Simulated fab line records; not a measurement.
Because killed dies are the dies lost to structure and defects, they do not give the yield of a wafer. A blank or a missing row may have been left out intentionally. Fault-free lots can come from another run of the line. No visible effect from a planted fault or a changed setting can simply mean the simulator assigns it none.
Chamber matching :: flow gf180mcu :: pecvd-04 running GF_CONTACT_CVD_02: 3 sister chambers
The step deposits SiO2 from TEOS, target thk 860 nm, time 95.992 s. 3 wafers are shown with their chamber, then 11 later ones without.

EACH WAFER AND ITS CHAMBER
wafer: L085.4
chamber: 0
heater power w (W): 530

wafer: L085.5
chamber: 2
heater power w (W): 755

wafer: L086.1
chamber: 1
heater power w (W): 728

WAFERS MISSING THEIR CHAMBER
wafer: L086.2
heater power w (W): 566

wafer: L086.3
heater power w (W): 738

wafer: L086.4
heater power w (W): 622

wafer: L086.5
heater power w (W): 780

wafer: L086.6
heater power w (W): 772

wafer: L091.4
heater power w (W): 790

wafer: L091.5
heater power w (W): 611

wafer: L091.6
heater power w (W): 535

wafer: L093.2
heater power w (W): 703

wafer: L093.5
heater power w (W): 752

wafer: L093.6
heater power w (W): 739

WHICH CHAMBER EACH ONE RAN IN
wafer: L086.2
from the rows above: 0
in truth: 0

wafer: L086.3
from the rows above: can't be placed: 1 or 2
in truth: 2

wafer: L086.4
from the rows above: can't be placed: 0 or 1 or 2
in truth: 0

wafer: L086.5
from the rows above: can't be placed: 2 or 1
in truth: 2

wafer: L086.6
from the rows above: can't be placed: 2 or 1
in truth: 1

wafer: L091.4
from the rows above: can't be placed: 2 or 1
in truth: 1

wafer: L091.5
from the rows above: can't be placed: 0 or 1 or 2
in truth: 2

wafer: L091.6
from the rows above: 0
in truth: 0

wafer: L093.2
from the rows above: can't be placed: 1 or 2
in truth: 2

wafer: L093.5
from the rows above: can't be placed: 2 or 1
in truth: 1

wafer: L093.6
from the rows above: can't be placed: 1 or 2
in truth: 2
Correct placement for 2 of the 11. From these rows, 9 cannot be placed; in 9 the true chamber is one of the candidates. 0 placed wrongly.
How it was worked out, from the rows above alone: a wafer's distance from a chamber is the root of the sum, over the readings, of the square of ((its reading less the chamber's mean) divided by the reading's scatter). The wafer belongs to the nearest chamber; if the next one is less than 2 further off, it can't be placed. Each chamber's mean is taken over the wafers shown for it. The scatter: root of mean squared gap, hidden wafer to nearest shown wafer, with one shown wafer a chamber.
